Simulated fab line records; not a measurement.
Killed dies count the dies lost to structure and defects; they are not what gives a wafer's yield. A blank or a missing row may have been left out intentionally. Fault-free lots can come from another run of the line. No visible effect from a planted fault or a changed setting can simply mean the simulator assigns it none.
fab line records    flow sky130
[record] lots = 6  wafers = 18  last-day = 50
route steps=708 shown PWDE@52 NWELL@56 PAD_OPEN@708
lots that met no fault: from a run of the same line without faults
start-h: hours from the record's first day to the start of the lot's first wafer shown    wait-h: hours since the lot's step before    " unchanged from the row above    L1.1+2: several wafers, shown together as one row    - either no value or no given start    * or withheld: withheld    < > ~ a bound
route shown NAME@n: names a module that has steps shown in the file, with the first one's number in the route    usual: mean/standard deviation taken from wafers without a fault    same: alike in all rows    chamber/n: place in a boat    sites: the reading at each site    _std_site: their standard deviation    _edge_site: inner sites' mean taken away from outer sites' mean    radius-mm: for every site, how far away it sits from the centre of the wafer    mask NAME#n: copy n    behind: the most recent tool/chamber to have shaped the wafer    hold: what put the lot on hold/how long, in hours/how the hold closed    device: transistor that didn't switch, given as n, p or np    end of line: at the end of the route, the tests of the same wafers    where a step has no rows: the recipe by itself    killed: not the wafer's yield, but the dies lost to structure and defects at the first sort    map: a wafer's dies, x killed, . not, _ none there
set.NAME: setting as actually run; set.NAME@STEP: the setting as run at that earlier step    model.NAME: the simulator's own value behind a step, which no gauge read
lots seen at some steps along the route; tables by step, rows by wafer
services: the hour from which a tool's chamber was out of use, counted from the record's first day as start-h (under 0 if before that day), plus the number of hours and why
[[steps]]
[step SKY_PWDE_OVL_MEAS_07]
[usual] PWDE_OVL = -1.2/1.4
lot.wafer  tool        chamber  start-h  wait-h  PWDE_OVL[nm]
L825.3     overlay-01  -        64.53    -       -0.1
L825.4     "           -        "        "       -1.1
L825.5     "           -        "        "       0.9
L832.1     overlay-01  -        104.18   -       0.0
L832.2     "           -        "        "       -3.2
L832.4     "           -        "        "       -1.8
L837.2     overlay-02  -        136.93   -       -0.5
L837.4     "           -        "        "       0.3
L837.5     "           -        "        "       0.5
L843.1     overlay-02  -        168.38   -       -1.8
L843.2     "           -        "        "       -1.3
L843.3     "           -        "        "       -1.9
L846.1     overlay-01  -        183.38   -       -2.7
L846.2     "           -        "        "       -2.3
L846.3     "           -        "        "       -3.1
L848.1     overlay-01  -        200.52   -       -0.4
L848.3     "           -        "        "       -0.4
L848.6     "           -        "        "       -0.7
[step SKY_PWDE_IMPLANT_08]
[recipe] species = B  energy-kev = 150  dose-cm2 = 3.6e+12  tilt-deg = withheld
[step SKY_PWDE_STRIP_09]
[recipe] chemistry = O2/N2  power-w = 1400  pressure-mtorr = 1500  platen-temp-c = withheld  o2-flow-sccm = 3000  n2-flow-sccm = 300  overash-fraction = 0.5
[usual] drypump-motor-current-A = 5.83/0.1  o2-flow-sccm = 3001/9.3  oes-product-au = 0.722/0.0046  strip-time-to-endpoint-s = 36.97/0.095
lot.wafer  tool             chamber  start-h  wait-h  drypump-motor-current-A  o2-flow-sccm  oes-product-au  rf-hours-counter-h  strip-time-to-endpoint-s
L825.3     plasma-asher-02  0        64.74    0.1     5.72                     2992          0.724           -                   37.11
L825.4     "                1        "        "       5.79                     2990          0.724           -                   36.95
L825.5     "                0        "        "       5.72                     3001          0.721           -                   37.06
L832.1     plasma-asher-02  0        104.37   0.1     5.74                     2998          0.719           43                  36.91
L832.2     "                1        "        "       5.78                     2998          0.731           43                  36.87
L832.4     "                0        "        "       5.75                     3010          0.726           -                   36.85
L837.2     plasma-asher-01  1        137.11   0.1     5.93                     3006          0.724           41                  36.94
L837.4     "                1        "        "       5.93                     3007          0.728           -                   37.05
L837.5     "                0        "        "       5.84                     3011          0.730           -                   37.05
L843.1     plasma-asher-04  1        168.57   0.1     6.01                     3005          0.730           48                  37.06
L843.2     "                0        "        "       5.83                     3010          0.715           48                  37.05
L843.3     "                1        "        "       6.01                     2994          0.725           -                   37.03
L846.1     plasma-asher-02  0        183.57   0.1     5.72                     2990          0.720           8                   36.96
L846.2     "                1        "        "       5.80                     2982          0.720           8                   36.89
L846.3     "                1        "        "       5.79                     3001          0.712           -                   36.95
L848.1     plasma-asher-02  1        200.71   0.1     5.79                     3011          0.723           10                  36.79
L848.3     "                1        "        "       5.79                     3009          0.717           -                   36.78
L848.6     "                0        "        "       5.70                     2998          0.721           -                   36.85
[step SKY_PWDE_TW_MEAS_10]
[usual] PWDE_TW = 377.3/2.5
lot.wafer  tool           chamber  start-h  wait-h  PWDE_TW
L825.3     film-metro-04  -        64.83    0.1     375.9
L825.4     "              -        "        "       375.6
L825.5     "              -        "        "       375.5
L832.1     film-metro-01  -        104.47   0.1     376.3
L832.2     "              -        "        "       375.6
L832.4     "              -        "        "       375.2
L837.2     film-metro-02  -        137.22   0.1     376.7
L837.4     "              -        "        "       377.6
L837.5     "              -        "        "       378.4
L843.1     film-metro-04  -        168.67   0.1     378.6
L843.2     "              -        "        "       377.1
L843.3     "              -        "        "       377.3
L846.1     film-metro-02  -        183.67   0.1     380.5
L846.2     "              -        "        "       383.1
L846.3     "              -        "        "       382.1
L848.1     film-metro-04  -        200.81   0.1     376.2
L848.3     "              -        "        "       378.0
L848.6     "              -        "        "       376.9
[step SKY_NWELL_DEHYDRATE_03]
[recipe] temp-c = 200  time-s = 60
[step SKY_NWELL_HMDS_04]
[recipe] prime-time-s = 60  prime-temp-c = 120
[step SKY_NWELL_COAT_05]
[recipe] spin-rpm = 2000  resist-thk-nm = 3000
[step SKY_NWELL_SOFTBAKE_06]
[recipe] temp-c = 110  time-s = withheld
[step SKY_NWELL_EXPOSE_07]
[recipe] mask-id = NWM  na = 0.6  source-shape = conventional  sigma-outer = 0.6  polarization = unpolarized  target-cd-nm = 840  dose-mj = 255
[step SKY_NWELL_PEB_08]
[recipe] temp-c = 115  time-s = withheld
[step SKY_NWELL_DEVELOP_09]
[recipe] wall-angle-deg = 90  developer = TMAH  develop-time-s = 60  dev-temp-c = 23
[step SKY_NWELL_OVL_MEAS_10]
[usual] NWELL_00_OVL = -1.1/1.1
lot.wafer  tool        chamber  start-h  wait-h  NWELL_00_OVL[nm]
L825.3     overlay-02  -        81.38    -       -0.1
L825.4     "           -        "        "       -0.4
L825.5     "           -        "        "       -0.3
L832.1     overlay-01  -        122.97   -       -0.9
L832.2     "           -        "        "       -1.6
L832.4     "           -        "        "       -1.7
L837.2     overlay-02  -        156.94   -       -2.6
L837.4     "           -        "        "       -3.0
L837.5     "           -        "        "       -3.4
L843.1     overlay-01  -        188.22   -       0.0
L843.2     "           -        "        "       -1.3
L843.3     "           -        "        "       -1.6
L846.1     overlay-02  -        204.52   -       -1.6
L846.2     "           -        "        "       0.2
L846.3     "           -        "        "       -1.5
L848.1     overlay-02  -        222.32   -       -1.7
L848.3     "           -        "        "       -0.1
L848.6     "           -        "        "       -1.1
[step SKY_NWELL_IMPLANT_11]
[recipe] species = P  energy-kev = 400  dose-cm2 = 1.9e+13  tilt-deg = withheld
[usual] dose-ions-cm2 = 1.9001e+13/2e+10  faraday-current-uA = 107.4/2.5
lot.wafer  tool          chamber  start-h  wait-h  dose-ions-cm2  faraday-current-uA
L825.3     implanter-03  0        81.46    0.1     1.9027e+13     106.6
L825.4     "             0        "        "       1.9013e+13     105.6
L825.5     "             0        "        "       1.9013e+13     108.1
L832.1     implanter-01  0        123.01   0.0     1.8981e+13     109.4
L832.2     "             0        "        "       1.899e+13      109.6
L832.4     "             0        "        "       1.9001e+13     102.1
L837.2     implanter-04  0        156.99   0.0     1.8971e+13     105.6
L837.4     "             0        "        "       1.8978e+13     106.4
L837.5     "             0        "        "       1.8977e+13     106.3
L843.1     implanter-01  0        188.26   0.0     2.8512e+13     156.2
L843.2     "             0        "        "       2.8521e+13     162.9
L843.3     "             0        "        "       2.85e+13       159.4
L846.1     implanter-01  0        204.56   0.0     2.8508e+13     150.8
L846.2     "             0        "        "       2.8487e+13     160.1
L846.3     "             0        "        "       2.847e+13      157.1
L848.1     implanter-04  0        222.36   0.0     1.8964e+13     109.2
L848.3     "             0        "        "       1.8987e+13     104.0
L848.6     "             0        "        "       1.9015e+13     110.6
[step SKY_NWELL_IMPLANT_12]
[recipe] species = P  energy-kev = 120  dose-cm2 = 1.3e+12  tilt-deg = withheld
[step SKY_NWELL_IMPLANT_13]
[recipe] species = P  energy-kev = 50  dose-cm2 = 7e+11  tilt-deg = withheld
[step SKY_NWELL_STRIP_14]
[recipe] chemistry = O2/N2  power-w = 1400  pressure-mtorr = 1500  platen-temp-c = withheld  o2-flow-sccm = 3000  n2-flow-sccm = 300  overash-fraction = 0.5
[usual] drypump-motor-current-A = 5.7/0.38  o2-flow-sccm = 2999/8.7  oes-product-au = 0.722/0.0047  strip-time-to-endpoint-s = 36.97/0.094
lot.wafer  tool             chamber  start-h  wait-h  drypump-motor-current-A  o2-flow-sccm  oes-product-au  rf-hours-counter-h  strip-time-to-endpoint-s
L825.3     plasma-asher-01  1        81.89    0.1     5.9                      3007          0.722           -                   37.04
L825.4     "                0        "        "       5.9                      2995          0.716           -                   36.90
L825.5     "                0        "        "       5.8                      3010          0.723           -                   37.00
L832.1     plasma-asher-02  0        123.46   0.1     5.7                      3009          0.723           0                   36.94
L832.2     "                1        "        "       5.8                      3009          0.722           0                   37.00
L832.4     "                0        "        "       5.7                      2994          0.727           -                   36.85
L837.2     plasma-asher-03  0        157.42   0.1     4.9                      2994          0.719           36                  36.98
L837.4     "                1        "        "       5.8                      3007          0.727           -                   37.06
L837.5     "                0        "        "       4.9                      2987          0.730           -                   37.08
L843.1     plasma-asher-01  0        188.71   0.1     5.9                      3002          0.727           46                  36.99
L843.2     "                1        "        "       5.9                      2996          0.725           46                  36.96
L843.3     "                1        "        "       5.9                      2993          0.719           -                   36.92
L846.1     plasma-asher-03  1        205.01   0.1     5.8                      3016          0.718           41                  36.83
L846.2     "                0        "        "       4.9                      2993          0.733           41                  36.83
L846.3     "                1        "        "       5.8                      2992          0.724           -                   36.95
L848.1     plasma-asher-01  1        222.81   0.1     5.9                      2994          0.731           50                  36.95
L848.3     "                0        "        "       5.9                      3003          0.716           -                   36.94
L848.6     "                1        "        "       5.9                      2993          0.723           -                   36.90
[step SKY_NWELL_TW_MEAS_15]
[usual] NWELL_TW = 1838/12
lot.wafer  tool           chamber  start-h  wait-h  NWELL_TW
L825.3     film-metro-01  -        81.98    0.1     1859
L825.4     "              -        "        "       1845
L825.5     "              -        "        "       1860
L832.1     film-metro-02  -        123.56   0.1     1825
L832.2     "              -        "        "       1830
L832.4     "              -        "        "       1838
L837.2     film-metro-04  -        157.53   0.1     1817
L837.4     "              -        "        "       1827
L837.5     "              -        "        "       1809
L843.1     film-metro-02  -        188.81   0.1     2102
L843.2     "              -        "        "       2109
L843.3     "              -        "        "       2101
L846.1     film-metro-01  -        205.11   0.1     2103
L846.2     "              -        "        "       2085
L846.3     "              -        "        "       2100
L848.1     film-metro-04  -        222.91   0.1     1830
L848.3     "              -        "        "       1831
L848.6     "              -        "        "       1846
[step SKY_NWELL_DEHYDRATE_16]
[recipe] temp-c = 200  time-s = 60
[step SKY_NWELL_HMDS_17]
[recipe] prime-time-s = 60  prime-temp-c = 120
[step SKY_NWELL_COAT_18]
[recipe] spin-rpm = 2000  resist-thk-nm = 3000
[step SKY_NWELL_SOFTBAKE_19]
[recipe] temp-c = 110  time-s = withheld
[step SKY_NWELL_EXPOSE_20]
[recipe] mask-id = NWM_COMPLEMENT  na = 0.6  source-shape = conventional  sigma-outer = 0.6  polarization = unpolarized  target-cd-nm = 840  dose-mj = 260
[step SKY_NWELL_PEB_21]
[recipe] temp-c = 115  time-s = withheld
[step SKY_NWELL_DEVELOP_22]
[recipe] wall-angle-deg = 90  developer = TMAH  develop-time-s = 60  dev-temp-c = 23
[step SKY_NWELL_OVL_MEAS_23]
[usual] NWELL_01_OVL = -0.6/1.4
lot.wafer  tool        chamber  start-h  wait-h  NWELL_01_OVL[nm]
L825.3     overlay-02  -        99.03    -       -0.4
L825.4     "           -        "        "       0.6
L825.5     "           -        "        "       -1.0
L832.1     overlay-01  -        142.07   -       -0.5
L832.2     "           -        "        "       -2.1
L832.4     "           -        "        "       -3.1
L837.2     overlay-02  -        177.24   -       1.3
L837.4     "           -        "        "       -0.4
L837.5     "           -        "        "       -1.8
L843.1     overlay-02  -        210.48   -       -0.4
L843.2     "           -        "        "       -0.7
L843.3     "           -        "        "       0.3
L846.1     overlay-01  -        226.63   -       0.7
L846.2     "           -        "        "       -0.5
L846.3     "           -        "        "       -2.8
L848.1     overlay-01  -        246.12   -       -0.9
L848.3     "           -        "        "       -1.9
L848.6     "           -        "        "       -0.6
[step SKY_NWELL_IMPLANT_24]
[recipe] species = B  energy-kev = 140  dose-cm2 = 9.2e+12  tilt-deg = withheld
[step SKY_NWELL_STRIP_25]
[recipe] chemistry = O2/N2  power-w = 1400  pressure-mtorr = 1500  platen-temp-c = withheld  o2-flow-sccm = 3000  n2-flow-sccm = 300  overash-fraction = 0.5
[usual] drypump-motor-current-A = 5.7/0.35  o2-flow-sccm = 2999/8.5  oes-product-au = 0.722/0.0047  strip-time-to-endpoint-s = 37.00/0.075
lot.wafer  tool             chamber  start-h  wait-h  drypump-motor-current-A  o2-flow-sccm  oes-product-au  rf-hours-counter-h  strip-time-to-endpoint-s
L825.3     plasma-asher-02  0        99.24    0.1     5.7                      3017          0.720           -                   36.98
L825.4     "                1        "        "       5.8                      3000          0.725           -                   36.97
L825.5     "                0        "        "       5.7                      3025          0.728           -                   37.01
L832.1     plasma-asher-02  0        142.26   0.1     5.7                      2985          0.715           4                   37.05
L832.2     "                1        "        "       5.8                      2988          0.719           4                   37.05
L832.4     "                1        "        "       5.8                      2986          0.720           -                   36.93
L837.2     plasma-asher-02  0        177.42   0.1     5.7                      2991          0.729           7                   37.02
L837.4     "                0        "        "       5.7                      3000          0.709           -                   37.00
L837.5     "                0        "        "       5.7                      2994          0.723           -                   37.04
L843.1     plasma-asher-01  1        210.67   0.1     5.9                      3007          0.712           48                  37.08
L843.2     "                0        "        "       5.9                      3005          0.721           48                  37.15
L843.3     "                0        "        "       5.9                      3011          0.723           -                   37.06
L846.1     plasma-asher-01  0        226.82   0.1     5.9                      2996          0.730           50                  37.05
L846.2     "                1        "        "       6.0                      3007          0.720           50                  37.02
L846.3     "                0        "        "       5.8                      2995          0.723           -                   37.06
L848.1     plasma-asher-02  1        246.31   0.1     5.8                      2989          0.722           14                  37.06
L848.3     "                1        "        "       5.8                      2997          0.714           -                   37.05
L848.6     "                1        "        "       5.8                      3009          0.730           -                   37.10
[step SKY_NWELL_TW_MEAS_26]
[usual] NWELL_2_TW = 501.3/2.5
lot.wafer  tool           chamber  start-h  wait-h  NWELL_2_TW
L825.3     film-metro-04  -        99.33    0.1     502.7
L825.4     "              -        "        "       500.3
L825.5     "              -        "        "       501.7
L832.1     film-metro-04  -        142.36   0.1     495.7
L832.2     "              -        "        "       495.1
L832.4     "              -        "        "       496.2
L837.2     film-metro-04  -        177.53   0.1     498.9
L837.4     "              -        "        "       498.3
L837.5     "              -        "        "       500.7
L843.1     film-metro-02  -        210.77   0.1     502.7
L843.2     "              -        "        "       501.3
L843.3     "              -        "        "       500.9
L846.1     film-metro-01  -        226.92   0.1     500.3
L846.2     "              -        "        "       501.2
L846.3     "              -        "        "       502.4
L848.1     film-metro-04  -        246.41   0.1     499.7
L848.3     "              -        "        "       496.7
L848.6     "              -        "        "       498.6
[step SKY_NWELL_CLEAN_27]
[recipe] chemistry = SC1/SC2  mix = 1:4:20  temp-c = 70  time-s = 150  dry = n2-spin
[step SKY_NWELL_RTA_28]
[recipe] temp-c = 1050  time-s = 30  idle-temp-c = 650  ramp-up-c-per-s = 150  ramp-down-c-per-s = 90  ambient = N2
[usual] anneal-temp-c-max = 1055.4/1.6  lamp-power-pct = 25.30/0.054  ramp-up-c-per-s = 150.00/0.024  wafer_temp_C_max = 1054.8/0.92
lot.wafer  tool           chamber  start-h  wait-h  anneal-temp-c-max  lamp-power-pct  ramp-up-c-per-s  wafer_temp_C_max
L825.3     rtp-anneal-02  0        99.45    0.0     1056.7             25.28           150.00           1054.2
L825.4     "              0        "        "       1060.0             25.28           149.97           1055.0
L825.5     "              0        "        "       1055.8             25.31           149.99           1054.8
L832.1     rtp-anneal-01  0        142.47   0.0     1054.5             25.32           149.98           1054.2
L832.2     "              0        "        "       1054.0             25.28           150.01           1054.8
L832.4     "              0        "        "       1053.9             25.27           150.01           1054.5
L837.2     rtp-anneal-02  0        177.64   0.0     1057.5             25.29           149.97           1055.6
L837.4     "              0        "        "       1055.6             25.32           150.01           1055.1
L837.5     "              0        "        "       1055.5             25.22           150.01           1054.3
L843.1     rtp-anneal-01  0        210.88   0.0     1054.1             25.26           149.97           1055.2
L843.2     "              0        "        "       1055.2             25.28           149.98           1053.0
L843.3     "              0        "        "       1054.4             25.33           149.97           1055.1
L846.1     rtp-anneal-01  0        227.03   0.0     1053.6             25.37           149.95           1053.4
L846.2     "              0        "        "       1053.0             25.30           150.02           1055.3
L846.3     "              0        "        "       1053.6             25.25           150.00           1054.6
L848.1     rtp-anneal-02  0        246.52   0.0     1056.9             25.32           149.99           1056.2
L848.3     "              0        "        "       1057.1             25.32           150.01           1055.6
L848.6     "              0        "        "       1057.2             25.26           150.01           1056.3
[step SKY_NWELL_RS_MEAS_29]
[recipe] thk-meas-gauge = four-point-probe
[usual] NWELL_RS = 625.3/1.7
lot.wafer  tool           chamber  start-h  wait-h  NWELL_RS[ohm/sq]
L825.3     film-metro-04  -        99.56    0.1     622.0
L825.4     "              -        "        "       624.1
L825.5     "              -        "        "       623.6
L832.1     film-metro-01  -        142.57   0.1     626.1
L832.2     "              -        "        "       627.5
L832.4     "              -        "        "       626.2
L837.2     film-metro-01  -        177.75   0.1     628.4
L837.4     "              -        "        "       624.3
L837.5     "              -        "        "       626.2
L843.1     film-metro-01  -        210.98   0.1     502.2
L843.2     "              -        "        "       502.2
L843.3     "              -        "        "       501.3
L846.1     film-metro-04  -        227.13   0.1     501.1
L846.2     "              -        "        "       501.9
L846.3     "              -        "        "       502.9
L848.1     film-metro-01  -        246.62   0.1     627.5
L848.3     "              -        "        "       627.6
L848.6     "              -        "        "       625.8
[step SKY_PAD_OPEN_PROBE_99]
[usual] killed_at_M0_to_M3 = 44/7.7  killed_at_M4_up = 3.2/1.7  killed-at-contacts = 24/5.3  killed-at-front-end = 15/4.3  killed-at-other = 0.3/0.57  killed-dies = 87/11  killed-open = 47/7.4  killed-short = 40/6.5
[same] gross-dies = 492  killed-at-back-side = 0
lot.wafer  tool       chamber  start-h  wait-h  killed_at_M0_to_M3  killed_at_M4_up  killed-at-contacts  killed-at-front-end  killed-at-other  killed-dies  killed-open  killed-short  model.etest.nfet_16v.r-on-ohm-um  model.etest.pfet_16v.r-on-ohm-um  model.etest.res-nwell.line-ohm-um  model.etest.res-nwell.rs-ohm-sq  model.etest.pfet-g5v0d10v5.r-on-ohm-um  model.etest.tip_p_5v.rs-ohm-sq  model.etest.res-nwell.width-nm  model.etest.res-iso-pwell.width-nm
L825.3     prober-02  -        1068.75  0.2     43                  3                24                  14                   1                85           48           37            1.407e+04                         1.493e+04                         1117                               936                              4650                                    2861                            843.8                           2656
L825.4     prober-02  -        1068.80  0.2     45                  4                22                  10                   0                81           45           36            1.424e+04                         1.526e+04                         1112                               945.6                            4724                                    2876                            843.9                           2644
L825.5     prober-02  -        1068.85  0.2     47                  6                25                  14                   1                93           46           47            1.408e+04                         1.512e+04                         1132                               947.9                            4697                                    2861                            844.5                           2632
L832.1     prober-01  -        1117.37  0.1     46                  3                25                  12                   0                86           48           38            1.437e+04                         1.536e+04                         1173                               983.4                            4796                                    2863                            835                             2666
L832.2     prober-01  -        1117.42  0.1     47                  5                15                  17                   0                84           40           44            1.444e+04                         1.518e+04                         1166                               954.3                            4860                                    2868                            828.2                           2657
L832.4     prober-01  -        1117.52  0.2     44                  4                30                  20                   1                99           47           52            1.417e+04                         1.501e+04                         1140                               951.4                            4755                                    2867                            829.1                           2650
L837.2     prober-02  -        1145.85  0.1     35                  2                25                  15                   0                77           45           32            1.389e+04                         1.519e+04                         1173                               959                              4696                                    2875                            827.5                           2636
L837.4     prober-02  -        1145.95  0.2     46                  3                20                  16                   0                85           40           45            1.394e+04                         1.518e+04                         1163                               962.4                            4721                                    2873                            828.1                           2654
L837.5     prober-02  -        1146.00  0.2     47                  4                23                  17                   0                91           39           52            1.386e+04                         1.495e+04                         1148                               945.3                            4745                                    2883                            825.8                           2665
L843.1     prober-02  -        1172.10  0.1     54                  3                18                  13                   2                90           46           44            1.231e+04                         1.596e+04                         889.7                              770.4                            4740                                    2926                            860.6                           2611
L843.2     prober-02  -        1172.15  0.1     39                  7                21                  20                   0                87           44           43            1.237e+04                         1.622e+04                         931.6                              795.9                            4755                                    2948                            859                             2614
L843.3     prober-02  -        1172.20  0.2     55                  3                22                  16                   0                96           53           43            1.251e+04                         1.615e+04                         918                                791.7                            4776                                    2924                            862.8                           2604
L846.1     prober-01  -        1187.97  0.1     43                  2                27                  14                   0                86           52           33            1.259e+04                         1.588e+04                         851.8                              732.5                            4852                                    2929                            863.6                           2624
L846.2     prober-01  -        1188.02  0.1     35                  0                17                  11                   0                63           31           31            1.258e+04                         1.584e+04                         840.7                              735.9                            4867                                    2931                            866.5                           2616
L846.3     prober-01  -        1188.07  0.2     35                  3                16                  16                   0                70           39           30            1.265e+04                         1.599e+04                         852.7                              741.5                            4877                                    2945                            866.6                           2624
L848.1     prober-01  -        1194.14  0.1     33                  4                24                  17                   2                80           43           36            1.409e+04                         1.507e+04                         1203                               983.5                            4716                                    2876                            828.8                           2672
L848.3     prober-01  -        1194.24  0.2     35                  4                20                  12                   0                71           38           33            1.402e+04                         1.502e+04                         1172                               992.9                            4685                                    2883                            829.8                           2662
L848.6     prober-01  -        1194.39  0.2     44                  1                27                  12                   1                85           40           44            1.402e+04                         1.505e+04                         1191                               978                              4728                                    2886                            830.5                           2658
// killed by level:class
L825.3 CONTACT:geometric-particle:open=13 VIA1:geometric-particle:open=12 VIA1:geometric-particle:short=10 VIA2:geometric-particle:open=7 POLY_GATE:geometric-particle:open=5 CONTACT:geometric-particle:short=5 FIELD_ISO:geometric-particle:open=4 FIELD_ISO:geometric-particle:short=3
L825.4 LI_CONTACT:geometric-particle:open=10 VIA1:geometric-particle:open=10 VIA3:geometric-particle:open=7 VIA1:geometric-particle:short=5 POLY_GATE:geometric-particle:open=4 VIA2:geometric-particle:open=4 LI_CONTACT:geometric-particle:short=4 CONTACT:geometric-particle:open=4
L825.5 VIA1:geometric-particle:open=15 LI_CONTACT:geometric-particle:open=8 VIA1:geometric-particle:short=8 CONTACT:geometric-particle:open=6 VIA2:geometric-particle:open=6 METAL4:geometric-particle:short=6 POLY_GATE:geometric-particle:short=5 METAL1:geometric-particle:short=5
L832.1 CONTACT:geometric-particle:open=11 VIA1:geometric-particle:open=11 VIA3:geometric-particle:open=9 CONTACT:geometric-particle:short=6 METAL2:geometric-particle:short=6 FIELD_ISO:geometric-particle:open=4 LI_CONTACT:geometric-particle:open=4 METAL1:geometric-particle:short=4
L832.2 VIA1:geometric-particle:short=9 VIA3:geometric-particle:open=8 FIELD_ISO:geometric-particle:short=7 METAL2:geometric-particle:short=7 VIA1:geometric-particle:open=6 CONTACT:geometric-particle:open=5 CONTACT:geometric-particle:short=5 VIA2:geometric-particle:open=4
L832.4 FIELD_ISO:geometric-particle:open=9 METAL2:geometric-particle:short=8 LI_CONTACT:geometric-particle:open=8 CONTACT:geometric-particle:short=7 VIA3:geometric-particle:open=7 CONTACT:geometric-particle:open=6 VIA1:geometric-particle:open=6 FIELD_ISO:geometric-particle:short=5
L837.2 VIA1:geometric-particle:open=10 CONTACT:geometric-particle:open=9 VIA3:geometric-particle:open=6 FIELD_ISO:geometric-particle:open=5 LI_CONTACT:geometric-particle:open=5 LOCAL_INTERCONNECT:geometric-particle:short=5 CONTACT:geometric-particle:short=5 VIA2:geometric-particle:open=5
L837.4 VIA1:geometric-particle:short=8 VIA2:geometric-particle:open=8 CONTACT:geometric-particle:open=6 VIA3:geometric-particle:open=6 VIA2:geometric-particle:short=5 LOCAL_INTERCONNECT:geometric-particle:short=5 METAL1:geometric-particle:short=5 VIA1:geometric-particle:open=5
L837.5 VIA1:geometric-particle:open=12 METAL2:geometric-particle:short=9 CONTACT:geometric-particle:open=8 METAL1:geometric-particle:short=6 VIA3:geometric-particle:short=6 FIELD_ISO:geometric-particle:short=4 LI_CONTACT:geometric-particle:short=4 LOCAL_INTERCONNECT:geometric-particle:short=4
L843.1 VIA1:geometric-particle:open=16 METAL2:geometric-particle:short=8 VIA2:geometric-particle:open=8 VIA3:geometric-particle:short=6 LI_CONTACT:geometric-particle:open=5 LI_CONTACT:geometric-particle:short=4 CONTACT:geometric-particle:open=4 VIA1:geometric-particle:short=4
L843.2 VIA1:geometric-particle:open=10 CONTACT:geometric-particle:open=7 FIELD_ISO:geometric-particle:open=6 METAL4:geometric-particle:short=6 FIELD_ISO:geometric-particle:short=5 POLY_GATE:geometric-particle:open=5 CONTACT:geometric-particle:short=5 METAL1:geometric-particle:short=5
L843.3 VIA1:geometric-particle:open=12 LOCAL_INTERCONNECT:geometric-particle:short=8 VIA2:geometric-particle:open=8 METAL1:geometric-particle:short=7 VIA3:geometric-particle:open=7 VIA1:geometric-particle:short=6 LI_CONTACT:geometric-particle:open=5 METAL1:geometric-particle:open=5
L846.1 VIA1:geometric-particle:open=14 LI_CONTACT:geometric-particle:open=12 VIA2:geometric-particle:open=7 LOCAL_INTERCONNECT:geometric-particle:short=5 METAL1:geometric-particle:short=5 CONTACT:geometric-particle:open=4 VIA3:geometric-particle:open=4 POLY_GATE:geometric-particle:open=3
L846.2 VIA3:geometric-particle:open=7 FIELD_ISO:geometric-particle:short=6 CONTACT:geometric-particle:short=5 CONTACT:geometric-particle:open=5 VIA1:geometric-particle:open=5 VIA2:geometric-particle:open=5 POLY_GATE:geometric-particle:open=4 LI_CONTACT:geometric-particle:open=4
L846.3 VIA1:geometric-particle:open=9 LI_CONTACT:geometric-particle:open=7 METAL1:geometric-particle:short=6 FIELD_ISO:geometric-particle:short=5 POLY_GATE:geometric-particle:open=5 VIA2:geometric-particle:open=5 VIA3:geometric-particle:open=5 CONTACT:geometric-particle:short=4
L848.1 CONTACT:geometric-particle:open=8 LOCAL_INTERCONNECT:geometric-particle:short=7 VIA3:geometric-particle:open=6 VIA1:geometric-particle:open=5 VIA1:geometric-particle:short=5 VIA2:geometric-particle:open=5 FIELD_ISO:geometric-particle:open=4 LI_CONTACT:geometric-particle:open=4
L848.3 VIA3:geometric-particle:open=9 CONTACT:geometric-particle:open=7 CONTACT:geometric-particle:short=5 METAL2:geometric-particle:short=5 VIA1:geometric-particle:open=5 LI_CONTACT:geometric-particle:open=4 VIA3:geometric-particle:short=4 FIELD_ISO:geometric-particle:short=3
L848.6 VIA1:geometric-particle:short=9 LI_CONTACT:geometric-particle:open=8 VIA1:geometric-particle:open=8 CONTACT:geometric-particle:short=7 VIA3:geometric-particle:open=6 POLY_GATE:geometric-particle:short=5 CONTACT:geometric-particle:open=5 POLY_GATE:geometric-particle:open=4
[[services]]
tool             chamber  start-h  hours  kind
plasma-asher-03  -        60.67    6.4    repair
implanter-01     -        65.86    1.7    repair
implanter-04     -        74.75    0.7    repair
plasma-asher-03  -        88.68    14.6   pm
plasma-asher-02  -        108.75   9.0    pm
plasma-asher-02  0        108.75   9.0    vent-cycle
plasma-asher-02  1        108.75   9.0    vent-cycle
implanter-01     -        114.83   4.7    pm
plasma-asher-02  0        117.75   -      clean
plasma-asher-02  1        117.75   -      clean
plasma-asher-01  -        122.45   14.6   pm
plasma-asher-04  -        123.92   31.8   pm
plasma-asher-04  -        155.69   4.3    pm
implanter-03     -        156.07   3.3    repair
implanter-01     -        163.78   3.3    repair
implanter-03     -        165.73   5.3    pm
implanter-04     -        177.72   3.2    repair
plasma-asher-02  -        180.26   0.4    repair
implanter-04     -        180.95   3.5    pm
plasma-asher-03  -        182.25   0.7    repair
implanter-03     -        216.51   4.9    repair
implanter-04     -        242.72   2.1    repair
[[key]]
[first-sign] step = SKY_NWELL_IMPLANT_11  reading = dose-ions-cm2  direction = up  sigmas = 99+  usual = *  struck = *
[effect] step = SKY_NWELL_IMPLANT_11  reading = faraday-current-uA  direction = up  sigmas = 21  usual = 107.4  struck = 157.7
[effect] step = SKY_NWELL_TW_MEAS_15  reading = NWELL_TW  direction = up  sigmas = 21  usual = 1838  struck = 2100
[effect] step = SKY_NWELL_RS_MEAS_29  reading = NWELL_RS  direction = down  sigmas = 74  usual = 625.3  struck = 501.9
[model-effect] step = SKY_PAD_OPEN_PROBE_99  value = etest.nfet_16v.r-on-ohm-um  without = 1.395e+04  struck = 1.25e+04
met-at SKY_NWELL_IMPLANT_11
struck-wafers L843.1,L843.2,L843.3,L846.1,L846.2,L846.3
tester-left-out L843,L846
onset-between 123.01 188.26
[fault] kind = process-parameter-drift  tool = implanter-01  chamber = -  onset-h = 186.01  steps = SKY_NWELL_IMPLANT_11  channel = dose-cm2  offset = *  shape = step  end-h = 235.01  acts-in = *  stated = *
// tester-left-out: of these lots the tester's yield and bins aren't shown, on N5 and GAA mostly nor the transistor test; their killed dies are dies lost to structure and defects alone, not to doping, threshold or leakage, so they don't give the yield
